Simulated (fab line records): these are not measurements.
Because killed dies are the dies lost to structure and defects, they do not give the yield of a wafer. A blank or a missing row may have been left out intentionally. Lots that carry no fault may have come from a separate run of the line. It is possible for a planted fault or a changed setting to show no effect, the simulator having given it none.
Split-lot trial :: flow sky130 :: route with 708 steps; 5 lots, 23 wafers read

THE SPLIT
At SKY_PAD_OPEN_COAT_02 (resist thk 3000 nm), the setting spin-rpm was moved away from the recipe's 2000 rpm on 7 of the 23 wafers read, by -4.1% to +7.5%. This setting was run at the recipe's value on the other wafers.

The split's own step is where the reading is taken.

THE READING
coat_of_PAD_OPEN_COAT_02.thk-nm (the simulator's own value, which no gauge read), in nm, at SKY_PAD_OPEN_COAT_02 (resist thk 3000 nm). No usual value for it is given in the file. Across the 16 wafers here that went through the recipe, the average is 3005 nm and the standard deviation 5 nm.

wafer: L074.1
tool, chamber at the split: litho-track-02, 0
spin-rpm as run, rpm: 1917
against the recipe: -4.1%
coat_of_PAD_OPEN_COAT_02.thk-nm, nm: 3075
against lot-mates on the recipe: +70

wafer: L074.2
tool, chamber at the split: litho-track-02, 0
spin-rpm as run, rpm: 2000
against the recipe: recipe
coat_of_PAD_OPEN_COAT_02.thk-nm, nm: 3006
against lot-mates on the recipe: -

wafer: L074.3
tool, chamber at the split: litho-track-02, 0
spin-rpm as run, rpm: 1917
against the recipe: -4.1%
coat_of_PAD_OPEN_COAT_02.thk-nm, nm: 3069
against lot-mates on the recipe: +64

wafer: L074.4
tool, chamber at the split: litho-track-02, 0
spin-rpm as run, rpm: 2000
against the recipe: recipe
coat_of_PAD_OPEN_COAT_02.thk-nm, nm: 3003
against lot-mates on the recipe: -

wafer: L074.5
tool, chamber at the split: litho-track-02, 0
spin-rpm as run, rpm: 2000
against the recipe: recipe
coat_of_PAD_OPEN_COAT_02.thk-nm, nm: 3007
against lot-mates on the recipe: -

wafer: L076.1
tool, chamber at the split: litho-track-02, 0
spin-rpm as run, rpm: 2000
against the recipe: recipe
coat_of_PAD_OPEN_COAT_02.thk-nm, nm: 3002
against lot-mates on the recipe: -

wafer: L076.2
tool, chamber at the split: litho-track-02, 0
spin-rpm as run, rpm: 1947
against the recipe: -2.6%
coat_of_PAD_OPEN_COAT_02.thk-nm, nm: 3038
against lot-mates on the recipe: +42

wafer: L076.5
tool, chamber at the split: litho-track-02, 0
spin-rpm as run, rpm: 1947
against the recipe: -2.6%
coat_of_PAD_OPEN_COAT_02.thk-nm, nm: 3038
against lot-mates on the recipe: +42

wafer: L076.3
tool, chamber at the split: litho-track-02, 0
spin-rpm as run, rpm: 1947
against the recipe: -2.6%
coat_of_PAD_OPEN_COAT_02.thk-nm, nm: 3034
against lot-mates on the recipe: +38

wafer: L076.6
tool, chamber at the split: litho-track-02, 0
spin-rpm as run, rpm: 2000
against the recipe: recipe
coat_of_PAD_OPEN_COAT_02.thk-nm, nm: 2990
against lot-mates on the recipe: -

wafer: L079.1
tool, chamber at the split: litho-track-04, 0
spin-rpm as run, rpm: 2000
against the recipe: recipe
coat_of_PAD_OPEN_COAT_02.thk-nm, nm: 3010
against lot-mates on the recipe: -

wafer: L079.3
tool, chamber at the split: litho-track-04, 0
spin-rpm as run, rpm: 2000
against the recipe: recipe
coat_of_PAD_OPEN_COAT_02.thk-nm, nm: 3006
against lot-mates on the recipe: -

wafer: L079.5
tool, chamber at the split: litho-track-04, 0
spin-rpm as run, rpm: 2000
against the recipe: recipe
coat_of_PAD_OPEN_COAT_02.thk-nm, nm: 3009
against lot-mates on the recipe: -

wafer: L082.1
tool, chamber at the split: litho-track-02, 0
spin-rpm as run, rpm: 2000
against the recipe: recipe
coat_of_PAD_OPEN_COAT_02.thk-nm, nm: 3008
against lot-mates on the recipe: -

wafer: L082.4
tool, chamber at the split: litho-track-02, 0
spin-rpm as run, rpm: 2000
against the recipe: recipe
coat_of_PAD_OPEN_COAT_02.thk-nm, nm: 3008
against lot-mates on the recipe: -

wafer: L082.2
tool, chamber at the split: litho-track-02, 0
spin-rpm as run, rpm: 2000
against the recipe: recipe
coat_of_PAD_OPEN_COAT_02.thk-nm, nm: 3014
against lot-mates on the recipe: -

wafer: L082.5
tool, chamber at the split: litho-track-02, 0
spin-rpm as run, rpm: 2149
against the recipe: +7.5%
coat_of_PAD_OPEN_COAT_02.thk-nm, nm: 2913
against lot-mates on the recipe: -97

wafer: L082.6
tool, chamber at the split: litho-track-02, 0
spin-rpm as run, rpm: 2149
against the recipe: +7.5%
coat_of_PAD_OPEN_COAT_02.thk-nm, nm: 2906
against lot-mates on the recipe: -104

wafer: L084.1
tool, chamber at the split: litho-track-02, 0
spin-rpm as run, rpm: 2000
against the recipe: recipe
coat_of_PAD_OPEN_COAT_02.thk-nm, nm: 3004
against lot-mates on the recipe: -

wafer: L084.2
tool, chamber at the split: litho-track-02, 0
spin-rpm as run, rpm: 2000
against the recipe: recipe
coat_of_PAD_OPEN_COAT_02.thk-nm, nm: 3004
against lot-mates on the recipe: -

wafer: L084.4
tool, chamber at the split: litho-track-02, 0
spin-rpm as run, rpm: 2000
against the recipe: recipe
coat_of_PAD_OPEN_COAT_02.thk-nm, nm: 3001
against lot-mates on the recipe: -

wafer: L084.5
tool, chamber at the split: litho-track-02, 0
spin-rpm as run, rpm: 2000
against the recipe: recipe
coat_of_PAD_OPEN_COAT_02.thk-nm, nm: 3006
against lot-mates on the recipe: -

wafer: L084.6
tool, chamber at the split: litho-track-02, 0
spin-rpm as run, rpm: 2000
against the recipe: recipe
coat_of_PAD_OPEN_COAT_02.thk-nm, nm: 3006
against lot-mates on the recipe: -

THE FIT
A straight line over all 23 wafers: coat_of_PAD_OPEN_COAT_02.thk-nm changes by -13.4 nm for each +1% of spin-rpm; r = -0.99; the points scatter about the line by 6.1 nm.
The same after taking each lot's own level away (the mean of its wafers on the recipe; 23 wafers): -14.2 nm for each +1%; r = -1.00; scatter 4 nm.
The reading moves by 1.1e+02 nm for the largest change in spin-rpm, on that fit.
The lots' own levels span 2996.0 to 3010.0 nm, that is 2.8 times the standard deviation above.
The two slopes are in agreement: the lot-to-lot level therefore moves the slope only a little.
Check: with one of the wafers moved furthest among these (+7.5%) left out of the fit, the line predicts -109 nm for it against its lot-mates. Against them it came out at -97 nm.

OTHER SPLITS APPLIED TO THESE WAFERS
Other splits were also applied to these wafers ahead of the reading. Each is held against what the fit with the lots' levels taken away leaves over:
other split on the same wafers: SKY_METAL4_METAL_ETCH_18 over-etch-frac
wafers away from the commonest value: 6
r with coat_of_PAD_OPEN_COAT_02.thk-nm (lot level and that fit taken away): +0.10

other split on the same wafers: SKY_VIA4_CMP_02 leave-above-ref-nm
wafers away from the commonest value: 9
r with coat_of_PAD_OPEN_COAT_02.thk-nm (lot level and that fit taken away): -0.02

other split on the same wafers: SKY_VIA4_COAT_06 spin-rpm
wafers away from the commonest value: 11
r with coat_of_PAD_OPEN_COAT_02.thk-nm (lot level and that fit taken away): +0.09

other split on the same wafers: SKY_METAL5_SPUTTER_01 time-s
wafers away from the commonest value: 7
r with coat_of_PAD_OPEN_COAT_02.thk-nm (lot level and that fit taken away): +0.08

other split on the same wafers: SKY_PASSIVATION_DEVELOP_10 develop-time-s
wafers away from the commonest value: 11
r with coat_of_PAD_OPEN_COAT_02.thk-nm (lot level and that fit taken away): +0.20

THE FILE'S OWN FIT
coat_of_PAD_OPEN_COAT_02.thk-nm changes by -14.2 nm for each +1% of spin-rpm, r = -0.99.
